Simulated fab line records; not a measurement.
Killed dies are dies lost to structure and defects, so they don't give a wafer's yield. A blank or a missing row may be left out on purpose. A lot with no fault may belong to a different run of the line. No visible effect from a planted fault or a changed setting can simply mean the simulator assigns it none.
fab line records	flow sky130	part 1 of 2: steps 1 to 23 of 33
record: lots: 5	wafers: 15	lastDay: 49
route steps=708 shown SONOS_ONO@177 GATE_OXIDE@187 POLY_GATE@204 RES_PROTECT@206
lots that met no fault: taken from a fault-free run of the same line
startH: start of the lot's first displayed wafer, in hours after the record's first day	waitH: hours since the lot's step before	" repeats the value in the row above	L1.1+2: a single row standing in for several wafers	- no value, or no start given	* or withheld: withheld	< > ~ a bound
route shown NAME@n: names a module that has steps shown in the file, with the first one's number in the route	usual: mean and standard deviation over wafers with no fault	same: alike in all rows	chamber/n: place in a boat	sites: the reading at each site	_std_site: how widely they spread, as a standard deviation	_edge_site: outer sites' mean less inner sites'	radiusMm: how far each site lies from the wafer's centre	mask NAME#n: copy n	behind: the last tool/chamber to shape the wafer	hold: why the lot went on hold/how many hours it stayed there/how the hold came to an end	device: transistor that didn't switch, given as n, p or np	end of line: the tests these same wafers got at the end of their route	a step with no rows: only its recipe	killed: the dies lost at the first sort to structure and to defects; this is not the yield of the wafer	map: per-die view of a wafer (x killed, . not killed, _ where there is no die)
set.NAME: setting as actually run; set.NAME@STEP: the setting as run at that earlier step	model.NAME: the simulator's own value behind a step, which no gauge read
lots at selected steps of the route; one table per step, one row per wafer
services: from which hour (startH, from the record's first day; less than 0 if before it) a tool's chamber was out of use, for how many hours, and why
== steps ==
step: SKY_SONOS_ONO_SOFTBAKE_09
recipe: tempC: 90	timeS: 60	resist: NOVOLAK
usual: chillPlateTempC: 22.97/0.092	resistLineTempC: 23.00/0.11
same: timeS: 60
lot.wafer	tool	chamber	startH	waitH	chillPlateTempC	resistLineTempC
L074.1	lithoTrack-02	0	262.65	0.1	23.04	23.05
L074.4	"	0	"	"	22.94	22.95
L074.5	"	0	"	"	23.05	23.04
L075.1	lithoTrack-02	0	279.10	0.1	22.97	23.03
L075.4	"	0	"	"	22.91	22.95
L075.5	"	0	"	"	23.01	22.97
L078.2	lithoTrack-01	0	301.01	0.1	23.25	23.15
L078.4	"	0	"	"	23.11	22.99
L078.6	"	0	"	"	23.00	22.96
L090.1	lithoTrack-03	0	402.93	0.1	22.81	23.20
L090.2	"	0	"	"	22.91	23.12
L090.3	"	0	"	"	22.89	23.06
L094.4	lithoTrack-01	0	430.56	0.1	23.10	23.10
L094.5	"	0	"	"	22.99	23.07
L094.6	"	0	"	"	22.96	23.20
step: SKY_SONOS_ONO_EXPOSE_10
recipe: maskId: ONOM	targetCdNm: 410	na: 0.6	sourceShape: conventional	sigmaOuter: 0.6	doseMj: 150
lot.wafer	tool	chamber	startH	waitH	mask
L074.1+4+5	ilineStepper-01	0	-	-	ONOM#0
L075.1+4+5	ilineStepper-02	0	-	-	ONOM#0
L078.2+4+6	ilineStepper-01	0	-	-	ONOM#0
L090.1+2+3	ilineStepper-01	0	-	-	ONOM#0
L094.4+5+6	ilineStepper-02	0	-	-	ONOM#0
step: SKY_SONOS_ONO_PEB_11
recipe: tempC: withheld	timeS: *	resist: NOVOLAK
usual: chillPlateTempC: *	resistLineTempC: *
same: timeS: *
lot.wafer	tool	chamber	startH	waitH	chillPlateTempC	resistLineTempC
L074.1	lithoTrack-02	0	-	-	*	*
L074.4	"	0	"	"	*	*
L074.5	"	0	"	"	*	*
L075.1	lithoTrack-03	0	-	-	*	*
L075.4	"	0	"	"	*	*
L075.5	"	0	"	"	*	*
L078.2	lithoTrack-03	0	-	-	*	*
L078.4	"	0	"	"	*	*
L078.6	"	0	"	"	*	*
L090.1	lithoTrack-02	0	-	-	*	*
L090.2	"	0	"	"	*	*
L090.3	"	0	"	"	*	*
L094.4	lithoTrack-01	0	-	-	*	*
L094.5	"	0	"	"	*	*
L094.6	"	0	"	"	*	*
step: SKY_SONOS_ONO_DEVELOP_12
recipe: developTimeS: 60	devTempC: 23
usual: chillPlateTempC: 22.99/0.099	resistLineTempC: 23.02/0.11
lot.wafer	tool	chamber	startH	waitH	chillPlateTempC	resistLineTempC
L074.1	lithoTrack-02	0	274.60	0.1	22.93	22.81
L074.4	"	0	"	"	23.07	22.78
L074.5	"	0	"	"	23.10	22.87
L075.1	lithoTrack-03	0	290.63	0.1	23.10	22.92
L075.4	"	0	"	"	23.10	22.96
L075.5	"	0	"	"	23.15	22.88
L078.2	lithoTrack-03	0	313.61	0.1	23.02	22.78
L078.4	"	0	"	"	23.10	22.83
L078.6	"	0	"	"	23.16	22.88
L090.1	lithoTrack-02	0	417.74	0.1	22.90	22.92
L090.2	"	0	"	"	22.93	23.04
L090.3	"	0	"	"	22.90	23.03
L094.4	lithoTrack-01	0	446.86	0.1	23.06	23.13
L094.5	"	0	"	"	23.04	23.09
L094.6	"	0	"	"	23.01	23.09
step: SKY_SONOS_ONO_CD_MEAS_13
recipe: targetCdNm: 410
usual: cdNm: 410.1/1.9
lot.wafer	tool	chamber	startH	waitH	cdNm
L074.1	cdSem-02	-	274.75	0.1	410.4
L074.4	"	-	"	"	411.2
L074.5	"	-	"	"	411.6
L075.1	cdSem-01	-	290.78	0.1	409.1
L075.4	"	-	"	"	410.9
L075.5	"	-	"	"	409.9
L078.2	cdSem-02	-	313.75	0.1	409.9
L078.4	"	-	"	"	408.7
L078.6	"	-	"	"	408.7
L090.1	cdSem-02	-	417.89	0.1	409.1
L090.2	"	-	"	"	408.4
L090.3	"	-	"	"	408.0
L094.4	cdSem-02	-	446.99	0.1	411.7
L094.5	"	-	"	"	410.7
L094.6	"	-	"	"	409.8
step: SKY_SONOS_ONO_OVL_MEAS_14
usual: SONOS_ONO_OVL: 1.4/1.4
lot.wafer	tool	chamber	startH	waitH	SONOS_ONO_OVL[nm]
L074.1	overlay-02	-	274.87	0.1	0.4
L074.4	"	-	"	"	2.7
L074.5	"	-	"	"	0.4
L075.1	overlay-02	-	290.90	0.1	-1.1
L075.4	"	-	"	"	1.1
L075.5	"	-	"	"	-0.3
L078.2	overlay-02	-	313.86	0.1	0.4
L078.4	"	-	"	"	0.0
L078.6	"	-	"	"	0.3
L090.1	overlay-01	-	418.01	0.1	3.8
L090.2	"	-	"	"	1.6
L090.3	"	-	"	"	1.1
L094.4	overlay-01	-	447.07	0.1	0.7
L094.5	"	-	"	"	0.7
L094.6	"	-	"	"	2.2
step: SKY_SONOS_ONO_ETCH_15
recipe: targetDepthNm: 19.52	chemistry: CHF3/O2	sourceW: 600	biasW: 200	pressureMtorr: 40	chf3FlowSccm: 50	O2_flow_sccm: 5	timeS: 7.8
usual: drypumpMotorCurrentA: 5.8/0.39	oesProductAu: 0.993/0.011	rfFwdPowerW: 588/3.3	throttleValvePct: 8.823/0.01
same: timeS: 7.8
lot.wafer	tool	chamber	startH	waitH	drypumpMotorCurrentA	oesProductAu	rfFwdPowerW	rfHoursCounterH	throttleValvePct
L074.1	rieDiel-01	0	274.90	0.0	5.5	1.003	595	115	8.827
L074.4	"	2	"	"	5.5	0.991	589	69	8.837
L074.5	"	3	"	"	6.0	0.993	587	-	8.821
L075.1	rieDiel-02	2	290.94	0.0	5.8	0.993	589	48	8.823
L075.4	"	1	"	"	5.9	0.986	590	6	8.826
L075.5	"	2	"	"	5.8	0.998	589	-	8.819
L078.2	rieDiel-03	2	313.89	0.0	4.7	0.999	582	95	8.832
L078.4	"	1	"	"	5.6	0.994	590	32	8.827
L078.6	"	2	"	"	4.8	0.991	583	-	8.832
L090.1	rieDiel-02	0	418.05	0.0	6.2	0.985	588	94	8.808
L090.2	"	1	"	"	5.9	0.982	588	9	8.823
L090.3	"	2	"	"	5.8	1.008	594	51	8.829
L094.4	rieDiel-02	0	447.09	0.0	6.2	0.978	584	95	8.842
L094.5	"	3	"	"	5.3	0.990	593	-	8.821
L094.6	"	2	"	"	5.8	0.987	591	-	8.840
step: SKY_SONOS_ONO_WET_ETCH_16
recipe: chemistry: dHF	targetDepthNm: 14	dry: n2Spin	target: SiO2	dilution: 100:1	tempC: 25	timeS: 276.5
usual: bathHeatDutyPct: 6.4/0.6
same: timeS: 276.5
lot.wafer	tool	chamber	startH	waitH	bathHeatDutyPct
L074.1	wetBench-01	3	274.92	0.0	6.2
L074.4	"	3	"	"	6.5
L074.5	"	3	"	"	6.7
L075.1	wetBench-01	1	290.96	0.0	6.7
L075.4	"	1	"	"	6.6
L075.5	"	1	"	"	7.1
L078.2	wetBench-03	0	313.91	0.0	6.8
L078.4	"	0	"	"	6.9
L078.6	"	0	"	"	6.0
L090.1	wetBench-01	1	418.07	0.0	7.0
L090.2	"	1	"	"	6.7
L090.3	"	1	"	"	5.7
L094.4	wetBench-03	0	447.11	0.0	7.2
L094.5	"	0	"	"	6.1
L094.6	"	0	"	"	6.7
step: SKY_SONOS_ONO_STRIP_17
recipe: chemistry: O2/N2	powerW: 1400	pressureMtorr: 1500	platenTempC: withheld	o2FlowSccm: 3000	n2FlowSccm: 300	overashFraction: 0.5
usual: drypumpMotorCurrentA: 5.8/0.34	oesProductAu: 0.710/0.0047	stripTimeToEndpointS: 14.12/0.044
same: overashFraction: 0.5
lot.wafer	tool	chamber	startH	waitH	drypumpMotorCurrentA	oesProductAu	rfHoursCounterH	stripTimeToEndpointS
L074.1	plasmaAsher-02	0	275.01	0.0	5.5	0.706	15	14.09
L074.4	"	0	"	"	5.5	0.715	-	14.09
L074.5	"	0	"	"	5.5	0.702	-	13.99
L075.1	plasmaAsher-02	0	291.04	0.0	5.5	0.712	18	14.07
L075.4	"	1	"	"	6.0	0.704	-	14.05
L075.5	"	1	"	"	6.0	0.717	-	14.06
L078.2	plasmaAsher-01	0	313.99	0.0	5.9	0.702	47	14.13
L078.4	"	1	"	"	5.6	0.704	-	14.12
L078.6	"	1	"	"	5.6	0.712	-	14.12
L090.1	plasmaAsher-01	1	418.16	0.0	5.6	0.719	55	14.13
L090.2	"	0	"	"	6.0	0.722	55	14.09
L090.3	"	1	"	"	5.7	0.712	-	14.11
L094.4	plasmaAsher-04	1	447.23	0.0	6.7	0.704	-	14.13
L094.5	"	1	"	"	6.7	0.710	-	14.11
L094.6	"	0	"	"	5.4	0.710	-	14.17
step: SKY_SONOS_ONO_WET_ETCH_18
recipe: chemistry: H3PO4	targetDepthNm: 15	target: Si3N4	tempC: 160	timeS: 172
usual: bathHeatDutyPct: 27.5/2.1
same: timeS: 172
lot.wafer	tool	chamber	startH	waitH	bathHeatDutyPct
L074.1	wetBench-03	2	275.11	0.1	25.7
L074.4	"	2	"	"	25.2
L074.5	"	2	"	"	24.6
L075.1	wetBench-03	1	291.14	0.1	24.7
L075.4	"	1	"	"	24.5
L075.5	"	1	"	"	26.3
L078.2	wetBench-01	2	314.09	0.1	30.2
L078.4	"	2	"	"	30.0
L078.6	"	2	"	"	28.6
L090.1	wetBench-02	1	418.26	0.1	26.3
L090.2	"	1	"	"	27.0
L090.3	"	1	"	"	27.7
L094.4	wetBench-01	0	447.30	0.0	27.2
L094.5	"	0	"	"	26.1
L094.6	"	0	"	"	29.9
step: SKY_GATE_OXIDE_CLEAN_00
recipe: chemistry: SC1/SC2	mix: 1:4:20	tempC: 70	timeS: 150	dry: n2Spin
usual: bathHeatDutyPct: 13.5/1
same: timeS: 150
lot.wafer	tool	chamber	startH	waitH	bathHeatDutyPct
L074.1	wetBench-02	1	275.16	0.0	12.9
L074.4	"	1	"	"	13.0
L074.5	"	1	"	"	11.9
L075.1	wetBench-02	1	291.20	0.0	11.6
L075.4	"	1	"	"	14.6
L075.5	"	1	"	"	13.4
L078.2	wetBench-02	0	314.15	0.0	13.3
L078.4	"	0	"	"	13.6
L078.6	"	0	"	"	14.1
L090.1	wetBench-03	3	418.31	0.0	12.4
L090.2	"	3	"	"	12.8
L090.3	"	3	"	"	11.4
L094.4	wetBench-03	0	447.35	0.0	14.4
L094.5	"	0	"	"	15.5
L094.6	"	0	"	"	14.5
step: SKY_GATE_OXIDE_OXIDATION_01
recipe: tempC: 900	ambient: O2	stabiliseS: 600	purgeS: 300	targetThkA: 102.68	oxTimeS: 1473
same: stabiliseS: 600
lot.wafer	tool	chamber	startH	waitH
L074.1+4+5	furnace-01	0	275.87	0.7
L075.1+4+5	furnace-01	0	292.49	1.2
L078.2+4+6	furnace-02	0	314.20	0.0
L090.1+2+3	furnace-02	0	419.09	0.7
L094.4+5+6	furnace-02	0	447.40	0.0
step: SKY_GATE_OXIDE_THK_MEAS_02
recipe: reads: SiO2_of_GATE_OXIDE_OXIDATION_01
usual: GATE_OXIDE_OXIDATION_00_THK: 10.18/0.23
lot.wafer	tool	chamber	startH	waitH	GATE_OXIDE_OXIDATION_00_THK[nm]
L074.1	filmMetro-01	-	277.28	0.0	10.34
L074.4	"	-	"	"	10.17
L074.5	"	-	"	"	10.33
L075.1	filmMetro-03	-	293.90	0.0	10.17
L075.4	"	-	"	"	10.02
L075.5	"	-	"	"	10.05
L078.2	filmMetro-03	-	315.62	0.0	10.22
L078.4	"	-	"	"	10.07
L078.6	"	-	"	"	10.09
L090.1	filmMetro-02	-	420.50	0.0	10.11
L090.2	"	-	"	"	10.24
L090.3	"	-	"	"	10.16
L094.4	filmMetro-03	-	448.84	0.0	10.24
L094.5	"	-	"	"	10.01
L094.6	"	-	"	"	10.07
step: SKY_GATE_OXIDE_DEHYDRATE_03
recipe: tempC: 200	timeS: 60
usual: chillPlateTempC: 23.02/0.097	resistLineTempC: 23.00/0.11
same: timeS: 60
lot.wafer	tool	chamber	startH	waitH	chillPlateTempC	resistLineTempC
L074.1	lithoTrack-01	0	288.83	11.5	23.06	23.20
L074.4	"	0	"	"	22.91	23.16
L074.5	"	0	"	"	23.08	23.28
L075.1	lithoTrack-02	0	306.29	12.4	22.89	23.07
L075.4	"	0	"	"	22.82	22.94
L075.5	"	0	"	"	23.08	22.98
L078.2	lithoTrack-02	0	328.12	12.5	22.74	23.12
L078.4	"	0	"	"	22.95	22.93
L078.6	"	0	"	"	22.89	22.99
L090.1	lithoTrack-02	0	434.99	14.5	23.11	22.98
L090.2	"	0	"	"	23.17	23.03
L090.3	"	0	"	"	23.11	23.12
L094.4	lithoTrack-01	0	463.91	15.1	23.02	22.88
L094.5	"	0	"	"	23.09	23.00
L094.6	"	0	"	"	22.96	22.94
step: SKY_GATE_OXIDE_HMDS_04
recipe: primeTimeS: 60	primeTempC: 120
usual: chillPlateTempC: 22.98/0.11	resistLineTempC: 23.00/0.094
lot.wafer	tool	chamber	startH	waitH	chillPlateTempC	resistLineTempC
L074.1	lithoTrack-01	0	288.98	0.1	23.07	22.97
L074.4	"	0	"	"	22.95	22.91
L074.5	"	0	"	"	23.01	22.86
L075.1	lithoTrack-02	0	306.44	0.1	22.96	23.03
L075.4	"	0	"	"	22.98	22.91
L075.5	"	0	"	"	23.12	23.09
L078.2	lithoTrack-02	0	328.27	0.1	23.03	23.03
L078.4	"	0	"	"	23.03	22.99
L078.6	"	0	"	"	23.09	22.94
L090.1	lithoTrack-02	0	435.14	0.1	23.03	22.99
L090.2	"	0	"	"	22.93	23.08
L090.3	"	0	"	"	23.07	22.88
L094.4	lithoTrack-01	0	464.06	0.1	23.14	23.12
L094.5	"	0	"	"	22.99	23.06
L094.6	"	0	"	"	22.99	23.06
step: SKY_GATE_OXIDE_COAT_05
recipe: resist: NOVOLAK	spinRpm: 3000	resistThkNm: 1140
usual: chillPlateTempC: 22.98/0.11	resistLineTempC: 22.99/0.11
lot.wafer	tool	chamber	startH	waitH	chillPlateTempC	resistLineTempC
L074.1	lithoTrack-01	0	289.13	0.1	22.93	22.90
L074.4	"	0	"	"	23.07	22.83
L074.5	"	0	"	"	23.09	22.76
L075.1	lithoTrack-02	0	306.59	0.1	22.82	23.16
L075.4	"	0	"	"	23.12	23.10
L075.5	"	0	"	"	22.85	23.12
L078.2	lithoTrack-02	0	328.42	0.1	22.84	22.99
L078.4	"	0	"	"	22.92	22.91
L078.6	"	0	"	"	22.94	23.03
L090.1	lithoTrack-02	0	435.29	0.1	22.89	23.07
L090.2	"	0	"	"	23.00	23.07
L090.3	"	0	"	"	22.98	23.14
L094.4	lithoTrack-01	0	464.21	0.1	23.02	22.90
L094.5	"	0	"	"	23.01	22.98
L094.6	"	0	"	"	22.93	23.06
step: SKY_GATE_OXIDE_SOFTBAKE_06
recipe: tempC: 90	timeS: 60	resist: NOVOLAK
usual: chillPlateTempC: 23.02/0.1	resistLineTempC: 22.97/0.12
same: timeS: 60
lot.wafer	tool	chamber	startH	waitH	chillPlateTempC	resistLineTempC
L074.1	lithoTrack-01	0	289.28	0.1	22.79	22.84
L074.4	"	0	"	"	22.88	22.83
L074.5	"	0	"	"	23.01	22.88
L075.1	lithoTrack-02	0	306.74	0.1	22.87	22.77
L075.4	"	0	"	"	22.96	22.80
L075.5	"	0	"	"	22.93	22.77
L078.2	lithoTrack-02	0	328.57	0.1	22.91	22.92
L078.4	"	0	"	"	23.12	23.02
L078.6	"	0	"	"	23.08	22.91
L090.1	lithoTrack-02	0	435.44	0.1	23.19	23.37
L090.2	"	0	"	"	23.24	22.92
L090.3	"	0	"	"	23.05	23.03
L094.4	lithoTrack-01	0	464.36	0.1	22.94	23.01
L094.5	"	0	"	"	22.85	22.84
L094.6	"	0	"	"	22.83	22.96
step: SKY_GATE_OXIDE_EXPOSE_07
recipe: maskId: LVOM	na: 0.6	sourceShape: conventional	sigmaOuter: 0.6	polarization: unpolarized	targetCdNm: 600	doseMj: 170
lot.wafer	tool	chamber	startH	waitH	mask
L074.1+4+5	ilineStepper-01	0	-	-	LVOM#0
L075.1+4+5	ilineStepper-02	0	-	-	LVOM#0
L078.2+4+6	ilineStepper-02	0	-	-	LVOM#0
L090.1+2+3	ilineStepper-02	0	-	-	LVOM#0
L094.4+5+6	ilineStepper-02	0	-	-	LVOM#0
step: SKY_GATE_OXIDE_PEB_08
recipe: tempC: withheld	timeS: *	resist: NOVOLAK
usual: chillPlateTempC: *	resistLineTempC: *
same: timeS: *
lot.wafer	tool	chamber	startH	waitH	chillPlateTempC	resistLineTempC
L074.1	lithoTrack-02	0	-	-	*	*
L074.4	"	0	"	"	*	*
L074.5	"	0	"	"	*	*
L075.1	lithoTrack-01	0	-	-	*	*
L075.4	"	0	"	"	*	*
L075.5	"	0	"	"	*	*
L078.2	lithoTrack-04	0	-	-	*	*
L078.4	"	0	"	"	*	*
L078.6	"	0	"	"	*	*
L090.1	lithoTrack-04	0	-	-	*	*
L090.2	"	0	"	"	*	*
L090.3	"	0	"	"	*	*
L094.4	lithoTrack-04	0	-	-	*	*
L094.5	"	0	"	"	*	*
L094.6	"	0	"	"	*	*
step: SKY_GATE_OXIDE_DEVELOP_09
recipe: resist: NOVOLAK	developer: TMAH	developTimeS: 60	devTempC: 23
usual: chillPlateTempC: 22.96/0.1	resistLineTempC: 22.97/0.11
lot.wafer	tool	chamber	startH	waitH	chillPlateTempC	resistLineTempC
L074.1	lithoTrack-02	0	301.69	0.1	23.06	23.15
L074.4	"	0	"	"	22.95	23.21
L074.5	"	0	"	"	22.97	23.11
L075.1	lithoTrack-01	0	318.83	0.1	23.12	23.01
L075.4	"	0	"	"	23.02	23.03
L075.5	"	0	"	"	23.03	22.93
L078.2	lithoTrack-04	0	341.46	0.1	23.08	22.95
L078.4	"	0	"	"	23.14	22.90
L078.6	"	0	"	"	23.11	23.02
L090.1	lithoTrack-04	0	451.28	0.1	22.84	22.89
L090.2	"	0	"	"	22.89	22.92
L090.3	"	0	"	"	22.82	22.89
L094.4	lithoTrack-04	0	479.61	0.1	22.90	23.05
L094.5	"	0	"	"	22.85	22.98
L094.6	"	0	"	"	22.93	22.98
step: SKY_GATE_OXIDE_OVL_MEAS_10
usual: GATE_OXIDE_OVL: -0.2/1.5
lot.wafer	tool	chamber	startH	waitH	GATE_OXIDE_OVL[nm]
L074.1	overlay-01	-	301.84	0.1	-0.8
L074.4	"	-	"	"	-0.1
L074.5	"	-	"	"	1.7
L075.1	overlay-02	-	318.98	0.1	2.7
L075.4	"	-	"	"	1.1
L075.5	"	-	"	"	-0.1
L078.2	overlay-02	-	341.59	0.1	0.2
L078.4	"	-	"	"	-1.7
L078.6	"	-	"	"	-0.9
L090.1	overlay-02	-	451.43	0.1	2.8
L090.2	"	-	"	"	1.7
L090.3	"	-	"	"	0.1
L094.4	overlay-02	-	479.70	0.1	-0.5
L094.5	"	-	"	"	-1.0
L094.6	"	-	"	"	-0.3
step: SKY_GATE_OXIDE_IMPLANT_11
recipe: species: B	energyKev: 10	doseCm2: 2.6e+12	tiltDeg: withheld
usual: endStationPressureTorr: 5.04e-06/2.4e-07
lot.wafer	tool	chamber	startH	waitH	endStationPressureTorr
L074.1	implanter-02	0	301.88	0.0	5.25e-06
L074.4	"	0	"	"	4.93e-06
L074.5	"	0	"	"	4.6e-06
L075.1	implanter-01	0	319.02	0.0	5.25e-06
L075.4	"	0	"	"	4.92e-06
L075.5	"	0	"	"	4.8e-06
L078.2	implanter-03	0	341.65	0.0	4.73e-06
L078.4	"	0	"	"	5.53e-06
L078.6	"	0	"	"	4.95e-06
L090.1	implanter-02	0	451.47	0.0	5.33e-06
L090.2	"	0	"	"	4.8e-06
L090.3	"	0	"	"	4.94e-06
L094.4	implanter-01	0	479.80	0.1	4.92e-06
L094.5	"	0	"	"	5.09e-06
L094.6	"	0	"	"	5.03e-06
step: SKY_GATE_OXIDE_WET_ETCH_12
recipe: chemistry: dHF	targetDepthNm: 16.8	dry: n2Spin	target: SiO2	dilution: 100:1	tempC: 25	timeS: 336
usual: bathHeatDutyPct: 6.4/0.6
same: timeS: 336
lot.wafer	tool	chamber	startH	waitH	bathHeatDutyPct
L074.1	wetBench-03	0	302.03	0.1	5.5
L074.4	"	0	"	"	6.5
L074.5	"	0	"	"	6.9
L075.1	wetBench-03	2	319.17	0.1	6.4
L075.4	"	2	"	"	6.6
L075.5	"	2	"	"	5.7
L078.2	wetBench-02	0	341.77	0.1	6.0
L078.4	"	0	"	"	5.8
L078.6	"	0	"	"	6.4
L090.1	wetBench-03	2	451.62	0.1	5.9
L090.2	"	2	"	"	5.6
L090.3	"	2	"	"	6.3
L094.4	wetBench-03	1	479.87	0.1	5.9
L094.5	"	1	"	"	5.9
L094.6	"	1	"	"	6.5
